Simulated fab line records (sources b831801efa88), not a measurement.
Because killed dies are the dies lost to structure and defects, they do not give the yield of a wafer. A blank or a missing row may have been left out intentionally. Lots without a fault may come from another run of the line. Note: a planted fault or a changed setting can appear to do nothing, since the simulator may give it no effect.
fab line records ; flow sky130
record lots=6; wafers=18; last_day=50
route steps=708 shown FIELD_ISO@22 NWELL@32 DNWELL@35
lots that met no fault: from a run of the same line without faults
start_h: start of the lot's first displayed wafer, in hours after the record's first day ; wait_h: hours from the lot's prior step to this one ; " the same as in the row above ; L1.1+2: several wafers, shown together as one row ; - value missing, or start not given ; * or withheld: withheld ; < > ~ a bound
route shown NAME@n: NAME is a module with steps in the file, n the number in the route of the first one ; usual: average and standard deviation across the fault-free wafers ; same: alike in all rows ; chamber/n: place in a boat ; sites: per-site readings ; _std_site: standard deviation across them ; _edge_site: mean of outer sites minus mean of inner sites ; radius_mm: how far each site lies from the wafer's centre ; mask NAME#n: copy n ; behind: the last tool/chamber to shape the wafer ; hold: what put the lot on hold/how long, in hours/how the hold closed ; device: transistor that didn't switch, given as n, p or np ; end of line: the same wafers' tests at the end of the route ; a step given without rows: its recipe and nothing more ; killed: dies lost to structure and defects at the first sort, not the wafer's yield ; map: a wafer's dies, marking killed ones x, the rest . and places with no die _
set.NAME: the setting as run; set.NAME@STEP: as run at that earlier step ; model.NAME: the simulator's own value behind a step, which no gauge read
lots at some steps of the route; a table a step, a row a wafer
services: when a tool's chamber went out of use (start_h, in hours from the record's first day, below 0 if earlier), for how many hours, and the reason
## steps
# step SKY_FIELD_ISO_WET_ETCH_21
# recipe chemistry=dHF; dilution=100:1; target_depth_nm=20; dry=ipa_marangoni; target=SiO2; temp_c=25; time_s=400
# step SKY_FIELD_ISO_OXIDATION_22
# recipe temp_c=950; ambient=O2; stabilise_s=600; purge_s=300; target_thk_a=100; ox_time_s=623
# step SKY_FIELD_ISO_THK_MEAS_23
# recipe reads=SiO2_of_FIELD_ISO_OXIDATION_22
# usual FIELD_ISO_OXIDATION_01_THK=9.90/0.2
lot.wafer;tool;chamber;start_h;wait_h;FIELD_ISO_OXIDATION_01_THK[nm]
L632.1;film_metro-03;-;31.16;0.0;10.17
L632.4;film_metro-03;-;31.16;0.0;10.04
L632.6;film_metro-03;-;31.16;0.0;9.92
L640.4;film_metro-01;-;74.91;0.0;9.60
L640.5;film_metro-01;-;74.91;0.0;9.71
L640.6;film_metro-01;-;74.91;0.0;9.64
L643.1;film_metro-01;-;89.10;0.0;10.06
L643.2;film_metro-01;-;89.10;0.0;9.94
L643.6;film_metro-01;-;89.10;0.0;9.92
L648.3;film_metro-03;-;114.22;0.0;10.14
L648.4;film_metro-03;-;114.22;0.0;10.12
L648.5;film_metro-03;-;114.22;0.0;10.07
L652.2;film_metro-01;-;147.69;0.0;10.12
L652.3;film_metro-01;-;147.69;0.0;10.12
L652.6;film_metro-01;-;147.69;0.0;10.02
L654.2;film_metro-03;-;147.72;0.0;10.37
L654.4;film_metro-03;-;147.72;0.0;10.35
L654.6;film_metro-03;-;147.72;0.0;10.33
# step SKY_FIELD_ISO_CVD_24
# recipe material=SiO2; target_thk_nm=595; temp_c=650; sigma_open_frac=0.3; time_s=99.2; sih4_flow_sccm=60; pressure_mtorr=6
# step SKY_FIELD_ISO_THK_MEAS_25
# recipe reads=SiO2_of_FIELD_ISO_CVD_24
# usual FIELD_ISO_CVD_24_THK=595/7.9
lot.wafer;tool;chamber;start_h;wait_h;FIELD_ISO_CVD_24_THK[nm]
L632.1;film_metro-03;-;31.29;0.0;602
L632.4;film_metro-03;-;31.29;0.0;589
L632.6;film_metro-03;-;31.29;0.0;609
L640.4;film_metro-04;-;75.04;0.0;583
L640.5;film_metro-04;-;75.04;0.0;592
L640.6;film_metro-04;-;75.04;0.0;591
L643.1;film_metro-04;-;89.24;0.0;593
L643.2;film_metro-04;-;89.24;0.0;594
L643.6;film_metro-04;-;89.24;0.0;589
L648.3;film_metro-01;-;114.35;0.1;585
L648.4;film_metro-01;-;114.35;0.1;608
L648.5;film_metro-01;-;114.35;0.1;605
L652.2;film_metro-01;-;147.82;0.0;610
L652.3;film_metro-01;-;147.82;0.0;603
L652.6;film_metro-01;-;147.82;0.0;601
L654.2;film_metro-03;-;147.85;0.0;612
L654.4;film_metro-03;-;147.85;0.0;605
L654.6;film_metro-03;-;147.85;0.0;584
# step SKY_FIELD_ISO_ANNEAL_26
# recipe temp_c=1000; time_s=1800; ambient=N2
# step SKY_FIELD_ISO_CMP_27
# recipe stop_on=Si3N4; t_overpolish_s=16; down_force_psi=4; platen_rpm=60; target_thk_nm=457.8; pad_velocity_m_s=0.94248
# usual motor_current_A=12.1/1.9; overpolish_run_s=16.000/0.0082; slurry_flow_ml_min=150.0/0.5; time_to_endpoint_s=112/4.3
lot.wafer;tool;chamber;start_h;wait_h;motor_current_A;overpolish_run_s;slurry_flow_ml_min;time_to_endpoint_s
L632.4;cmp-02;3;33.39;0.0;15.4;15.997;150.5;107
L632.1;cmp-02;1;33.39;0.0;9.6;16.001;150.3;114
L632.6;cmp-02;0;33.39;0.0;10.6;15.997;149.8;120
L640.4;cmp-02;1;76.87;0.2;9.8;15.995;150.5;113
L640.5;cmp-02;0;76.87;0.2;10.3;15.997;149.8;113
L640.6;cmp-02;1;76.87;0.2;9.7;15.999;150.1;115
L643.1;cmp-01;1;90.85;0.1;11.4;16.011;150.1;112
L643.2;cmp-01;2;90.85;0.1;11.1;15.995;150.7;110
L643.6;cmp-01;0;90.85;0.1;14.2;15.995;150.4;111
L648.3;cmp-02;0;115.89;0.0;10.4;15.989;150.7;112
L648.4;cmp-02;1;115.89;0.0;9.3;16.000;149.7;119
L648.5;cmp-02;1;115.89;0.0;9.1;15.999;149.1;114
L654.2;cmp-01;1;150.35;0.0;12.3;15.997;150.3;112
L654.4;cmp-01;0;150.35;0.0;13.0;16.007;149.4;111
L654.6;cmp-01;1;150.35;0.0;12.5;16.003;149.8;107
L652.2;cmp-02;2;150.45;0.1;12.7;15.994;150.3;110
L652.3;cmp-02;3;150.45;0.1;15.6;16.005;150.7;115
L652.6;cmp-02;0;150.45;0.1;10.1;15.989;149.6;120
# step SKY_FIELD_ISO_WET_ETCH_28
# recipe chemistry=dHF; target_depth_nm=23.7; target=SiO2; dilution=10:1; temp_c=25; time_s=47
# step SKY_FIELD_ISO_WET_ETCH_29
# recipe chemistry=H3PO4; target_depth_nm=160; target=Si3N4; temp_c=160; time_s=1825
# step SKY_FIELD_ISO_WET_ETCH_30
# recipe chemistry=dHF; target_depth_nm=25; target=SiO2; dilution=10:1; temp_c=25; time_s=50
# step SKY_NWELL_CLEAN_00
# recipe chemistry=SC1/SC2; mix=1:4:20; temp_c=70; time_s=150; dry=n2_spin
# step SKY_NWELL_OXIDATION_01
# recipe temp_c=900; ambient=O2; stabilise_s=600; purge_s=300; target_thk_a=100; ox_time_s=1418
# step SKY_NWELL_THK_MEAS_02
# recipe reads=SiO2_of_NWELL_OXIDATION_01
# usual NWELL_OXIDATION_THK=9.94/0.18
lot.wafer;tool;chamber;start_h;wait_h;NWELL_OXIDATION_THK[nm]
L632.1;film_metro-04;-;36.05;0.0;10.07
L632.4;film_metro-04;-;36.05;0.0;9.99
L632.6;film_metro-04;-;36.05;0.0;9.95
L640.4;film_metro-04;-;80.55;0.0;10.83
L640.5;film_metro-04;-;80.55;0.0;10.60
L640.6;film_metro-04;-;80.55;0.0;10.80
L643.1;film_metro-04;-;94.88;0.0;10.48
L643.2;film_metro-04;-;94.88;0.0;10.52
L643.6;film_metro-04;-;94.88;0.0;10.50
L648.3;film_metro-02;-;118.55;0.0;10.38
L648.4;film_metro-02;-;118.55;0.0;10.53
L648.5;film_metro-02;-;118.55;0.0;10.38
L652.2;film_metro-02;-;154.57;0.0;10.17
L652.3;film_metro-02;-;154.57;0.0;10.22
L652.6;film_metro-02;-;154.57;0.0;10.22
L654.2;film_metro-03;-;154.57;0.0;9.96
L654.4;film_metro-03;-;154.57;0.0;9.91
L654.6;film_metro-03;-;154.57;0.0;9.93
# step SKY_DNWELL_DEHYDRATE_00
# recipe temp_c=200; time_s=60
## services
tool;chamber;start_h;hours;kind
cmp-01;-;20.21;19.0;pm
cmp-01;-;39.24;3.3;pm
cmp-01;-;53.90;24.2;repair
cmp-02;-;61.01;3.6;repair
cmp-01;-;65.25;0.4;repair
cmp-01;-;77.04;2.4;repair
cmp-01;-;79.44;4.0;pm
cmp-01;-;83.44;-;consumable_replace:conditioner
cmp-01;-;83.44;-;consumable_replace:pad
cmp-02;-;83.95;19.1;pm
cmp-02;-;123.57;7.2;pm
cmp-01;-;145.76;1.3;repair
## key
first_sign step=SKY_NWELL_THK_MEAS_02; reading=NWELL_OXIDATION_THK; direction=up; sigmas=3.8; usual=9.94; struck=10.62
effect none on later readings
met_at SKY_NWELL_THK_MEAS_02
struck_wafers L640.4,L640.5,L640.6,L643.1,L643.2,L643.6
sort_left_out L643.1,L643.2,L643.6
tester_left_out L640,L643
onset_between 36.05 80.55
also_fits SKY_FIELD_ISO_THK_MEAS_25:film_metro-04
fault kind=metrology_matching_offset; tool=film_metro-04; chamber=-; onset_h=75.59; steps=SKY_NWELL_THK_MEAS_02; param=thk_nm; offset=0.74095
# tester_left_out: of these lots the tester's yield and bins aren't shown, on N5 and GAA mostly nor the transistor test; their killed dies are dies lost to structure and defects alone, not to doping, threshold or leakage, so they don't give the yield
# sort_left_out: the simulated sort isn't trusted on such a fault, so these wafers' sort isn't shown, and their yield isn't known
